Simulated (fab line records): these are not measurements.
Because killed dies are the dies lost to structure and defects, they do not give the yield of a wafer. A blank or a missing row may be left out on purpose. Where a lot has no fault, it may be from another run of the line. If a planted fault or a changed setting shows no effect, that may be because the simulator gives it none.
fab line records / flow sky130 / part 2 of 2: steps 35 to 47 of 47
record lots=5 wafers=15 lastDay=49
route steps=708 shown VT_ADJUST_NCORE@128 VT_ADJUST_HVTR@131 VT_ADJUST_PCH@143 SONOS_TUNNEL@154 SONOS_ONO@168
lots with no fault: from the same line, run without faults
startH: hours from the record's first day to the start of the lot's first wafer shown / waitH: hours elapsed since this lot's preceding step / " same as the row above / L1.1+2: a row that stands for several wafers / - value missing, or start not given / * or withheld: withheld / < > ~ a bound
route shown NAME@n: a module of which the file shows steps, and the number in the route of the first / usual: the fault-free wafers' mean and standard deviation / same: alike in all rows / chamber/n: place in a boat / sites: the reading at each site / _std_site: how widely they spread, as a standard deviation / _edge_site: mean of outer sites minus mean of inner sites / radiusMm: how far each site lies from the wafer's centre / mask NAME#n: copy n / behind: tool/chamber where the wafer was last shaped / hold: why the lot went on hold/how many hours it stayed there/how the hold came to an end / device: the transistor (n, p or np) that didn't switch / end of line: tests of these same wafers at the route's end / for a step that has no rows: nothing shown but its recipe / killed: not the wafer's yield, but the dies lost to structure and defects at the first sort / map: per-die view of a wafer (x killed, . not killed, _ where there is no die)
set.NAME: the run value of the setting; set.NAME@STEP: its run value at that earlier step / model.NAME: the simulator's own value behind a step, which no gauge read
certain route steps with their lots: each step a table, each wafer a row
services: a tool's chamber out of use, with start hour (startH, from the record's first day; less than 0 if before it), hours out, and reason
## steps
# step SKY_SONOS_TUNNEL_OVL_MEAS_08
# usual SONOS_TUNNEL_OVL=-0.4/1.3
lot.wafer=L076.1 tool=overlay-01 chamber=- startH=261.88 waitH=0.1 SONOS_TUNNEL_OVL[nm]=-0.2
lot.wafer=L076.2 tool=overlay-01 chamber=- startH=261.88 waitH=0.1 SONOS_TUNNEL_OVL[nm]=-2.4
lot.wafer=L076.3 tool=overlay-01 chamber=- startH=261.88 waitH=0.1 SONOS_TUNNEL_OVL[nm]=-2.4
lot.wafer=L078.1 tool=overlay-02 chamber=- startH=276.31 waitH=0.1 SONOS_TUNNEL_OVL[nm]=-0.3
lot.wafer=L078.2 tool=overlay-02 chamber=- startH=276.31 waitH=0.1 SONOS_TUNNEL_OVL[nm]=0.2
lot.wafer=L078.4 tool=overlay-02 chamber=- startH=276.31 waitH=0.1 SONOS_TUNNEL_OVL[nm]=1.6
lot.wafer=L081.4 tool=overlay-02 chamber=- startH=310.74 waitH=0.1 SONOS_TUNNEL_OVL[nm]=-0.2
lot.wafer=L081.5 tool=overlay-02 chamber=- startH=310.74 waitH=0.1 SONOS_TUNNEL_OVL[nm]=-0.5
lot.wafer=L081.6 tool=overlay-02 chamber=- startH=310.74 waitH=0.1 SONOS_TUNNEL_OVL[nm]=1.6
lot.wafer=L088.1 tool=overlay-01 chamber=- startH=358.88 waitH=0.1 SONOS_TUNNEL_OVL[nm]=-2.9
lot.wafer=L088.2 tool=overlay-01 chamber=- startH=358.88 waitH=0.1 SONOS_TUNNEL_OVL[nm]=-3.5
lot.wafer=L088.4 tool=overlay-01 chamber=- startH=358.88 waitH=0.1 SONOS_TUNNEL_OVL[nm]=-3.1
lot.wafer=L094.1 tool=overlay-02 chamber=- startH=406.76 waitH=0.1 SONOS_TUNNEL_OVL[nm]=0.8
lot.wafer=L094.2 tool=overlay-02 chamber=- startH=406.76 waitH=0.1 SONOS_TUNNEL_OVL[nm]=0.7
lot.wafer=L094.4 tool=overlay-02 chamber=- startH=406.76 waitH=0.1 SONOS_TUNNEL_OVL[nm]=-0.8
# step SKY_SONOS_TUNNEL_IMPLANT_09
# recipe species=B energyKev=20 doseCm2=1e+12 tiltDeg=withheld
# usual endStationPressureTorr=5.01e-06/2.8e-07
lot.wafer=L076.1 tool=implanter-04 chamber=0 startH=261.92 waitH=0.0 endStationPressureTorr=5.3e-06
lot.wafer=L076.2 tool=implanter-04 chamber=0 startH=261.92 waitH=0.0 endStationPressureTorr=4.98e-06
lot.wafer=L076.3 tool=implanter-04 chamber=0 startH=261.92 waitH=0.0 endStationPressureTorr=4.99e-06
lot.wafer=L078.1 tool=implanter-02 chamber=0 startH=276.35 waitH=0.0 endStationPressureTorr=4.41e-06
lot.wafer=L078.2 tool=implanter-02 chamber=0 startH=276.35 waitH=0.0 endStationPressureTorr=4.99e-06
lot.wafer=L078.4 tool=implanter-02 chamber=0 startH=276.35 waitH=0.0 endStationPressureTorr=5.85e-06
lot.wafer=L081.4 tool=implanter-04 chamber=0 startH=310.83 waitH=0.1 endStationPressureTorr=4.79e-06
lot.wafer=L081.5 tool=implanter-04 chamber=0 startH=310.83 waitH=0.1 endStationPressureTorr=5.12e-06
lot.wafer=L081.6 tool=implanter-04 chamber=0 startH=310.83 waitH=0.1 endStationPressureTorr=5.16e-06
lot.wafer=L088.1 tool=implanter-02 chamber=0 startH=358.92 waitH=0.0 endStationPressureTorr=4.37e-06
lot.wafer=L088.2 tool=implanter-02 chamber=0 startH=358.92 waitH=0.0 endStationPressureTorr=5.04e-06
lot.wafer=L088.4 tool=implanter-02 chamber=0 startH=358.92 waitH=0.0 endStationPressureTorr=4.77e-06
lot.wafer=L094.1 tool=implanter-03 chamber=0 startH=406.80 waitH=0.0 endStationPressureTorr=4.58e-06
lot.wafer=L094.2 tool=implanter-03 chamber=0 startH=406.80 waitH=0.0 endStationPressureTorr=5.09e-06
lot.wafer=L094.4 tool=implanter-03 chamber=0 startH=406.80 waitH=0.0 endStationPressureTorr=4.94e-06
# step SKY_SONOS_TUNNEL_WET_ETCH_10
# recipe chemistry=dHF targetDepthNm=14 target=SiO2 dilution=100:1 tempC=25 timeS=280
lot.wafer=L076.1+2+3 tool=wetBench-03 chamber=0 startH=262.07 waitH=0.1
lot.wafer=L078.1+2+4 tool=wetBench-04 chamber=2 startH=276.50 waitH=0.1
lot.wafer=L081.4+5+6 tool=wetBench-03 chamber=0 startH=310.91 waitH=0.1
lot.wafer=L088.1+2+4 tool=wetBench-03 chamber=1 startH=359.07 waitH=0.1
lot.wafer=L094.1+2+4 tool=wetBench-04 chamber=1 startH=406.95 waitH=0.1
# step SKY_SONOS_TUNNEL_STRIP_11
# recipe chemistry=SPM timeS=600 tempC=130
lot.wafer=L076.1+2+3 tool=wetBench-04 chamber=2 startH=262.15 waitH=0.0
lot.wafer=L078.1+2+4 tool=wetBench-02 chamber=1 startH=276.59 waitH=0.0
lot.wafer=L081.4+5+6 tool=wetBench-04 chamber=2 startH=310.99 waitH=0.0
lot.wafer=L088.1+2+4 tool=wetBench-02 chamber=2 startH=359.15 waitH=0.0
lot.wafer=L094.1+2+4 tool=wetBench-02 chamber=0 startH=407.03 waitH=0.0
# step SKY_SONOS_TUNNEL_TW_MEAS_12
# usual SONOS_TUNNEL_TW=198.7/1.7
lot.wafer=L076.1 tool=filmMetro-01 chamber=- startH=262.33 waitH=0.0 SONOS_TUNNEL_TW=200.0
lot.wafer=L076.2 tool=filmMetro-01 chamber=- startH=262.33 waitH=0.0 SONOS_TUNNEL_TW=198.7
lot.wafer=L076.3 tool=filmMetro-01 chamber=- startH=262.33 waitH=0.0 SONOS_TUNNEL_TW=200.2
lot.wafer=L078.1 tool=filmMetro-02 chamber=- startH=276.77 waitH=0.0 SONOS_TUNNEL_TW=196.0
lot.wafer=L078.2 tool=filmMetro-02 chamber=- startH=276.77 waitH=0.0 SONOS_TUNNEL_TW=197.3
lot.wafer=L078.4 tool=filmMetro-02 chamber=- startH=276.77 waitH=0.0 SONOS_TUNNEL_TW=197.3
lot.wafer=L081.4 tool=filmMetro-01 chamber=- startH=311.20 waitH=0.0 SONOS_TUNNEL_TW=200.6
lot.wafer=L081.5 tool=filmMetro-01 chamber=- startH=311.20 waitH=0.0 SONOS_TUNNEL_TW=200.7
lot.wafer=L081.6 tool=filmMetro-01 chamber=- startH=311.20 waitH=0.0 SONOS_TUNNEL_TW=200.8
lot.wafer=L088.1 tool=filmMetro-02 chamber=- startH=359.33 waitH=0.0 SONOS_TUNNEL_TW=198.2
lot.wafer=L088.2 tool=filmMetro-02 chamber=- startH=359.33 waitH=0.0 SONOS_TUNNEL_TW=197.3
lot.wafer=L088.4 tool=filmMetro-02 chamber=- startH=359.33 waitH=0.0 SONOS_TUNNEL_TW=198.7
lot.wafer=L094.1 tool=filmMetro-01 chamber=- startH=407.21 waitH=0.0 SONOS_TUNNEL_TW=199.9
lot.wafer=L094.2 tool=filmMetro-01 chamber=- startH=407.21 waitH=0.0 SONOS_TUNNEL_TW=200.4
lot.wafer=L094.4 tool=filmMetro-01 chamber=- startH=407.21 waitH=0.0 SONOS_TUNNEL_TW=200.6
# step SKY_SONOS_TUNNEL_CLEAN_13
# recipe chemistry=dHF timeS=20 dilution=100:1 dry=ipaMarangoni
lot.wafer=L076.1+2+3 tool=wetBench-03 chamber=2 startH=262.39 waitH=0.1
lot.wafer=L078.1+2+4 tool=wetBench-03 chamber=2 startH=276.83 waitH=0.1
lot.wafer=L081.4+5+6 tool=wetBench-03 chamber=3 startH=311.23 waitH=0.0
lot.wafer=L088.1+2+4 tool=wetBench-02 chamber=1 startH=359.39 waitH=0.1
lot.wafer=L094.1+2+4 tool=wetBench-04 chamber=2 startH=407.27 waitH=0.1
# step SKY_SONOS_ONO_OXIDATION_00
# recipe tempC=800 ambient=O2 idleTempC=700 rampUpCPerMin=10 rampDownCPerMin=3 stabiliseS=600 purgeS=300 targetThkA=26 oxTimeS=1249
lot.wafer=L076.1+2+3 tool=furnace-01 chamber=0 startH=264.05 waitH=1.6
lot.wafer=L078.1+2+4 tool=furnace-01 chamber=0 startH=277.95 waitH=1.1
lot.wafer=L081.4+5+6 tool=furnace-02 chamber=0 startH=312.25 waitH=1.0
lot.wafer=L088.1+2+4 tool=furnace-01 chamber=0 startH=359.57 waitH=0.2
lot.wafer=L094.1+2+4 tool=furnace-01 chamber=0 startH=407.89 waitH=0.6
# step SKY_SONOS_ONO_THK_MEAS_01
# recipe reads=SiO2_of_SONOS_ONO_OXIDATION_00
# usual SONOS_ONO_OXIDATION_THK=2.60/0.063
lot.wafer=L076.1 tool=filmMetro-03 chamber=- startH=265.40 waitH=0.0 SONOS_ONO_OXIDATION_THK[nm]=2.51
lot.wafer=L076.2 tool=filmMetro-03 chamber=- startH=265.40 waitH=0.0 SONOS_ONO_OXIDATION_THK[nm]=2.48
lot.wafer=L076.3 tool=filmMetro-03 chamber=- startH=265.40 waitH=0.0 SONOS_ONO_OXIDATION_THK[nm]=2.44
lot.wafer=L078.1 tool=filmMetro-02 chamber=- startH=279.29 waitH=0.0 SONOS_ONO_OXIDATION_THK[nm]=2.54
lot.wafer=L078.2 tool=filmMetro-02 chamber=- startH=279.29 waitH=0.0 SONOS_ONO_OXIDATION_THK[nm]=2.54
lot.wafer=L078.4 tool=filmMetro-02 chamber=- startH=279.29 waitH=0.0 SONOS_ONO_OXIDATION_THK[nm]=2.51
lot.wafer=L081.4 tool=filmMetro-03 chamber=- startH=313.63 waitH=0.0 SONOS_ONO_OXIDATION_THK[nm]=2.68
lot.wafer=L081.5 tool=filmMetro-03 chamber=- startH=313.63 waitH=0.0 SONOS_ONO_OXIDATION_THK[nm]=2.69
lot.wafer=L081.6 tool=filmMetro-03 chamber=- startH=313.63 waitH=0.0 SONOS_ONO_OXIDATION_THK[nm]=2.68
lot.wafer=L088.1 tool=filmMetro-01 chamber=- startH=360.92 waitH=0.0 SONOS_ONO_OXIDATION_THK[nm]=2.57
lot.wafer=L088.2 tool=filmMetro-01 chamber=- startH=360.92 waitH=0.0 SONOS_ONO_OXIDATION_THK[nm]=2.61
lot.wafer=L088.4 tool=filmMetro-01 chamber=- startH=360.92 waitH=0.0 SONOS_ONO_OXIDATION_THK[nm]=2.58
lot.wafer=L094.1 tool=filmMetro-01 chamber=- startH=409.23 waitH=0.0 SONOS_ONO_OXIDATION_THK[nm]=2.61
lot.wafer=L094.2 tool=filmMetro-01 chamber=- startH=409.23 waitH=0.0 SONOS_ONO_OXIDATION_THK[nm]=2.60
lot.wafer=L094.4 tool=filmMetro-01 chamber=- startH=409.23 waitH=0.0 SONOS_ONO_OXIDATION_THK[nm]=2.59
# step SKY_SONOS_ONO_CVD_02
# recipe material=Si3N4 precursor=DCS/NH3 targetThkNm=10.5 tempC=770 timeS=180 pressureMtorr=250
lot.wafer=L076.1+2+3 tool=lpcvd-02 chamber=0 startH=266.54 waitH=1.1
lot.wafer=L078.1+2+4 tool=lpcvd-02 chamber=1 startH=280.48 waitH=1.2
lot.wafer=L081.4+5+6 tool=lpcvd-02 chamber=1 startH=314.66 waitH=1.0
lot.wafer=L088.1+2+4 tool=lpcvd-02 chamber=1 startH=360.98 waitH=0.1
lot.wafer=L094.1+2+4 tool=lpcvd-02 chamber=0 startH=409.29 waitH=0.1
# step SKY_SONOS_ONO_THK_MEAS_03
# recipe reads=Si3N4_of_SONOS_ONO_CVD_02
# usual SONOS_ONO_CVD_02_THK=10.53/0.13
lot.wafer=L076.1 tool=filmMetro-03 chamber=- startH=267.59 waitH=0.0 SONOS_ONO_CVD_02_THK[nm]=10.78
lot.wafer=L076.2 tool=filmMetro-03 chamber=- startH=267.59 waitH=0.0 SONOS_ONO_CVD_02_THK[nm]=10.82
lot.wafer=L076.3 tool=filmMetro-03 chamber=- startH=267.59 waitH=0.0 SONOS_ONO_CVD_02_THK[nm]=10.64
lot.wafer=L078.1 tool=filmMetro-02 chamber=- startH=281.53 waitH=0.0 SONOS_ONO_CVD_02_THK[nm]=10.41
lot.wafer=L078.2 tool=filmMetro-02 chamber=- startH=281.53 waitH=0.0 SONOS_ONO_CVD_02_THK[nm]=10.38
lot.wafer=L078.4 tool=filmMetro-02 chamber=- startH=281.53 waitH=0.0 SONOS_ONO_CVD_02_THK[nm]=10.38
lot.wafer=L081.4 tool=filmMetro-01 chamber=- startH=315.74 waitH=0.0 SONOS_ONO_CVD_02_THK[nm]=10.65
lot.wafer=L081.5 tool=filmMetro-01 chamber=- startH=315.74 waitH=0.0 SONOS_ONO_CVD_02_THK[nm]=10.41
lot.wafer=L081.6 tool=filmMetro-01 chamber=- startH=315.74 waitH=0.0 SONOS_ONO_CVD_02_THK[nm]=10.60
lot.wafer=L088.1 tool=filmMetro-03 chamber=- startH=362.03 waitH=0.0 SONOS_ONO_CVD_02_THK[nm]=10.59
lot.wafer=L088.2 tool=filmMetro-03 chamber=- startH=362.03 waitH=0.0 SONOS_ONO_CVD_02_THK[nm]=10.56
lot.wafer=L088.4 tool=filmMetro-03 chamber=- startH=362.03 waitH=0.0 SONOS_ONO_CVD_02_THK[nm]=10.61
lot.wafer=L094.1 tool=filmMetro-01 chamber=- startH=410.34 waitH=0.0 SONOS_ONO_CVD_02_THK[nm]=10.53
lot.wafer=L094.2 tool=filmMetro-01 chamber=- startH=410.34 waitH=0.0 SONOS_ONO_CVD_02_THK[nm]=10.45
lot.wafer=L094.4 tool=filmMetro-01 chamber=- startH=410.34 waitH=0.0 SONOS_ONO_CVD_02_THK[nm]=10.55
# step SKY_SONOS_ONO_CVD_04
# recipe material=SiO2 precursor=SiH4/N2O targetThkNm=5.7199 tempC=900 pressureMtorr=400
lot.wafer=L076.1+2+3 tool=lpcvd-03 chamber=1 startH=267.65 waitH=0.1
lot.wafer=L078.1+2+4 tool=lpcvd-03 chamber=1 startH=281.59 waitH=0.1
lot.wafer=L081.4+5+6 tool=lpcvd-03 chamber=0 startH=315.77 waitH=0.0
lot.wafer=L088.1+2+4 tool=lpcvd-03 chamber=0 startH=362.09 waitH=0.1
lot.wafer=L094.1+2+4 tool=lpcvd-03 chamber=0 startH=410.40 waitH=0.1
# step SKY_SONOS_ONO_THK_MEAS_05
# recipe reads=SiO2_of_SONOS_ONO_CVD_04
# usual SONOS_ONO_CVD_04_THK=5.72/0.13
lot.wafer=L076.1 tool=filmMetro-01 chamber=- startH=270.47 waitH=0.0 SONOS_ONO_CVD_04_THK[nm]=5.93
lot.wafer=L076.2 tool=filmMetro-01 chamber=- startH=270.47 waitH=0.0 SONOS_ONO_CVD_04_THK[nm]=5.92
lot.wafer=L076.3 tool=filmMetro-01 chamber=- startH=270.47 waitH=0.0 SONOS_ONO_CVD_04_THK[nm]=5.90
lot.wafer=L078.1 tool=filmMetro-01 chamber=- startH=283.47 waitH=0.0 SONOS_ONO_CVD_04_THK[nm]=5.74
lot.wafer=L078.2 tool=filmMetro-01 chamber=- startH=283.47 waitH=0.0 SONOS_ONO_CVD_04_THK[nm]=5.78
lot.wafer=L078.4 tool=filmMetro-01 chamber=- startH=283.47 waitH=0.0 SONOS_ONO_CVD_04_THK[nm]=5.88
lot.wafer=L081.4 tool=filmMetro-01 chamber=- startH=317.05 waitH=0.0 SONOS_ONO_CVD_04_THK[nm]=5.84
lot.wafer=L081.5 tool=filmMetro-01 chamber=- startH=317.05 waitH=0.0 SONOS_ONO_CVD_04_THK[nm]=5.82
lot.wafer=L081.6 tool=filmMetro-01 chamber=- startH=317.05 waitH=0.0 SONOS_ONO_CVD_04_THK[nm]=5.80
lot.wafer=L088.1 tool=filmMetro-01 chamber=- startH=363.34 waitH=0.0 SONOS_ONO_CVD_04_THK[nm]=5.50
lot.wafer=L088.2 tool=filmMetro-01 chamber=- startH=363.34 waitH=0.0 SONOS_ONO_CVD_04_THK[nm]=5.52
lot.wafer=L088.4 tool=filmMetro-01 chamber=- startH=363.34 waitH=0.0 SONOS_ONO_CVD_04_THK[nm]=5.56
lot.wafer=L094.1 tool=filmMetro-03 chamber=- startH=412.28 waitH=0.0 SONOS_ONO_CVD_04_THK[nm]=5.74
lot.wafer=L094.2 tool=filmMetro-03 chamber=- startH=412.28 waitH=0.0 SONOS_ONO_CVD_04_THK[nm]=5.80
lot.wafer=L094.4 tool=filmMetro-03 chamber=- startH=412.28 waitH=0.0 SONOS_ONO_CVD_04_THK[nm]=5.74
# step SKY_SONOS_ONO_DEHYDRATE_06
# recipe tempC=200 timeS=60
lot.wafer=L076.1+2+3 tool=lithoTrack-03 chamber=0 startH=282.03 waitH=11.6
lot.wafer=L078.1+2+4 tool=lithoTrack-02 chamber=0 startH=295.93 waitH=12.5
lot.wafer=L081.4+5+6 tool=lithoTrack-01 chamber=0 startH=329.97 waitH=12.9
lot.wafer=L088.1+2+4 tool=lithoTrack-03 chamber=0 startH=376.57 waitH=13.2
lot.wafer=L094.1+2+4 tool=lithoTrack-01 chamber=0 startH=426.84 waitH=14.6
## services
tool=ilineStepper-02 chamber=- startH=169.60 hours=1.7 kind=pm
tool=implanter-01 chamber=- startH=170.60 hours=1.2 kind=repair
tool=plasmaAsher-03 chamber=- startH=182.22 hours=14.6 kind=pm
tool=implanter-02 chamber=- startH=184.65 hours=1.6 kind=repair
tool=implanter-04 chamber=- startH=186.65 hours=2.2 kind=repair
tool=lpcvd-03 chamber=- startH=204.77 hours=0.5 kind=repair
tool=ilineStepper-01 chamber=- startH=232.14 hours=2.1 kind=pm
tool=implanter-02 chamber=- startH=236.81 hours=0.6 kind=repair
tool=ilineStepper-01 chamber=- startH=242.16 hours=1.7 kind=pm
tool=plasmaAsher-04 chamber=- startH=257.11 hours=1.4 kind=repair
tool=furnace-01 chamber=- startH=257.38 hours=3.8 kind=pm
tool=plasmaAsher-04 chamber=- startH=273.62 hours=1.5 kind=repair
tool=ilineStepper-02 chamber=- startH=274.24 hours=5.5 kind=repair
tool=lpcvd-03 chamber=- startH=285.14 hours=6.1 kind=pm
tool=plasmaAsher-03 chamber=- startH=297.17 hours=3.5 kind=repair
tool=implanter-02 chamber=- startH=305.57 hours=2.5 kind=repair
tool=ilineStepper-02 chamber=- startH=314.76 hours=1.2 kind=repair
tool=implanter-03 chamber=- startH=317.43 hours=45.8 kind=repair
tool=wetBench-04 chamber=- startH=328.06 hours=5.4 kind=repair
tool=lpcvd-02 chamber=- startH=349.00 hours=0.6 kind=repair
tool=implanter-03 chamber=- startH=363.18 hours=4.6 kind=pm
tool=ilineStepper-02 chamber=- startH=380.07 hours=7.4 kind=repair
tool=ilineStepper-02 chamber=- startH=387.78 hours=1.7 kind=pm
tool=ilineStepper-01 chamber=- startH=422.24 hours=1.3 kind=repair
